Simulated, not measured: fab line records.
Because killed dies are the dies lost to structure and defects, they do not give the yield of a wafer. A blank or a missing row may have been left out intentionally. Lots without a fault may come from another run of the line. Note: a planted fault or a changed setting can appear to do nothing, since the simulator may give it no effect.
Which of the tools did it? :: flow sky130 :: 11 lots, 32 wafers sampled, at 5 steps of a route of 708

== WHAT THE GAUGES READ, wafer by wafer ==
SKY_VIA1_RS_MEAS_22: measurement is done with a four-point probe.
lot: L246
measured: day 33 12:58
on: filmMetro-02
VIA1_W_RS (ohm/sq): 0.423 0.426 0.423

lot: L248
measured: day 33 19:41
on: filmMetro-04
VIA1_W_RS (ohm/sq): 0.426 0.428 0.428

lot: L250
measured: day 34 15:49
on: filmMetro-03
VIA1_W_RS (ohm/sq): 0.428 0.459 0.424

lot: L251
measured: day 35 02:41
on: filmMetro-02
VIA1_W_RS (ohm/sq): 0.431 0.459 0.429

lot: L254
measured: day 35 20:55
on: filmMetro-04
VIA1_W_RS (ohm/sq): 0.454 0.418

lot: L258
measured: day 37 04:58
on: filmMetro-03
VIA1_W_RS (ohm/sq): 0.430 0.432 0.432

lot: L261
measured: day 38 01:41
on: filmMetro-03
VIA1_W_RS (ohm/sq): 0.422 0.431 0.426

lot: L262
measured: day 38 14:07
on: filmMetro-04
VIA1_W_RS (ohm/sq): 0.431 0.432 0.425

lot: L264
measured: day 39 01:26
on: filmMetro-04
VIA1_W_RS (ohm/sq): 0.427 0.427 0.426

lot: L265
measured: day 40 02:14
on: filmMetro-04
VIA1_W_RS (ohm/sq): 0.423 0.425 0.423

lot: L269
measured: day 40 15:23
on: filmMetro-03
VIA1_W_RS (ohm/sq): 0.429 0.422 0.427

== EACH LOT AND THE TOOL THAT RAN IT (in order: tool; ch and the chambers of the sampled wafers; start) ==
lot: L246
SKY_LI_CONTACT_CMP_02: cmp-01 ch 0,2,3, day 27 13:44
SKY_CONTACT_SPUTTER_23: pvdSputter-01, day 31 05:12
SKY_METAL1_SPUTTER_02: pvdSputter-03, day 31 05:54
SKY_VIA1_CVD_21: cvdW-01 ch 0,1, day 33 12:52

lot: L248
SKY_LI_CONTACT_CMP_02: cmp-01 ch 1,3, day 27 21:03
SKY_CONTACT_SPUTTER_23: pvdSputter-01, day 31 11:46
SKY_METAL1_SPUTTER_02: pvdSputter-04, day 31 12:28
SKY_VIA1_CVD_21: cvdW-02 ch 0,1, day 33 19:35

lot: L250
SKY_LI_CONTACT_CMP_02: cmp-01 ch 1,2,3, day 28 20:20
SKY_CONTACT_SPUTTER_23: pvdSputter-02, day 32 08:38
SKY_METAL1_SPUTTER_02: pvdSputter-03, day 32 09:20
SKY_VIA1_CVD_21: cvdW-02 ch 0,1, day 34 15:44

lot: L251
SKY_LI_CONTACT_CMP_02: cmp-02 ch 0,2,3, day 29 06:14
SKY_CONTACT_SPUTTER_23: pvdSputter-04, day 32 19:03
SKY_METAL1_SPUTTER_02: pvdSputter-03, day 32 19:45
SKY_VIA1_CVD_21: cvdW-02 ch 0,1, day 35 02:36

lot: L254
SKY_LI_CONTACT_CMP_02: cmp-02 ch 0,3, day 30 02:27
SKY_CONTACT_SPUTTER_23: pvdSputter-02, day 33 13:02
SKY_METAL1_SPUTTER_02: pvdSputter-04, day 33 13:45
SKY_VIA1_CVD_21: cvdW-02 ch 1, day 35 20:48

lot: L258
SKY_LI_CONTACT_CMP_02: cmp-02 ch 0,2,3, day 31 09:14
SKY_CONTACT_SPUTTER_23: pvdSputter-02, day 34 20:30
SKY_METAL1_SPUTTER_02: pvdSputter-03, day 34 21:12
SKY_VIA1_CVD_21: cvdW-01 ch 0,1, day 37 04:53

lot: L261
SKY_LI_CONTACT_CMP_02: cmp-02 ch 1,2,3, day 32 07:00
SKY_CONTACT_SPUTTER_23: pvdSputter-04, day 35 17:20
SKY_METAL1_SPUTTER_02: pvdSputter-01, day 35 18:02
SKY_VIA1_CVD_21: cvdW-02 ch 0,1, day 38 01:36

lot: L262
SKY_LI_CONTACT_CMP_02: cmp-02 ch 0,1,2, day 32 17:03
SKY_CONTACT_SPUTTER_23: pvdSputter-04, day 36 05:46
SKY_METAL1_SPUTTER_02: pvdSputter-03, day 36 06:28
SKY_VIA1_CVD_21: cvdW-02 ch 0,1, day 38 14:02

lot: L264
SKY_LI_CONTACT_CMP_02: cmp-01 ch 1,3, day 33 06:47
SKY_CONTACT_SPUTTER_23: pvdSputter-02, day 36 17:21
SKY_METAL1_SPUTTER_02: pvdSputter-04, day 36 18:03
SKY_VIA1_CVD_21: cvdW-01 ch 0,1, day 39 01:20

lot: L265
SKY_LI_CONTACT_CMP_02: cmp-02 ch 0,2, day 34 04:40
SKY_CONTACT_SPUTTER_23: pvdSputter-01, day 37 16:52
SKY_METAL1_SPUTTER_02: pvdSputter-04, day 37 17:34
SKY_VIA1_CVD_21: cvdW-02 ch 1, day 40 02:09

lot: L269
SKY_LI_CONTACT_CMP_02: cmp-01 ch 1,3, day 34 18:43
SKY_CONTACT_SPUTTER_23: pvdSputter-04, day 38 07:17
SKY_METAL1_SPUTTER_02: pvdSputter-03, day 38 07:59
SKY_VIA1_CVD_21: cvdW-02 ch 0,1, day 40 15:16
- SKY_LI_CONTACT_CMP_02: polishes PSG.
- SKY_CONTACT_SPUTTER_23: material TiN, target thk 20 nm, time 80 s.
- SKY_METAL1_SPUTTER_02: material AlCu, target thk 250 nm, time 13.3 s.
- SKY_VIA1_CVD_21: deposits W, target thk 270 nm, time 80.902 s.

== THE ANSWER, worked out from the rows above alone ==
Rule: what is usual is taken from the lots themselves. The widest of any qualifying gaps counts: lots, ordered by their means at a reading, are off when they make up no more than a third of the lots, leave a main group of 4 or more, and stand apart from it by 3 or more times the standard deviation of that group's means. A main group is skipped when, at the precision printed for the reading in the tables above, its means are all equal. A lot without any number at a reading at which 4 lots or more have one is off too. The other lots that the step has rows for count as sound.
Nothing can be told from this: no lot is off at any reading shown.

== WHAT WAS PUT IN BY THE SIMULATOR ==
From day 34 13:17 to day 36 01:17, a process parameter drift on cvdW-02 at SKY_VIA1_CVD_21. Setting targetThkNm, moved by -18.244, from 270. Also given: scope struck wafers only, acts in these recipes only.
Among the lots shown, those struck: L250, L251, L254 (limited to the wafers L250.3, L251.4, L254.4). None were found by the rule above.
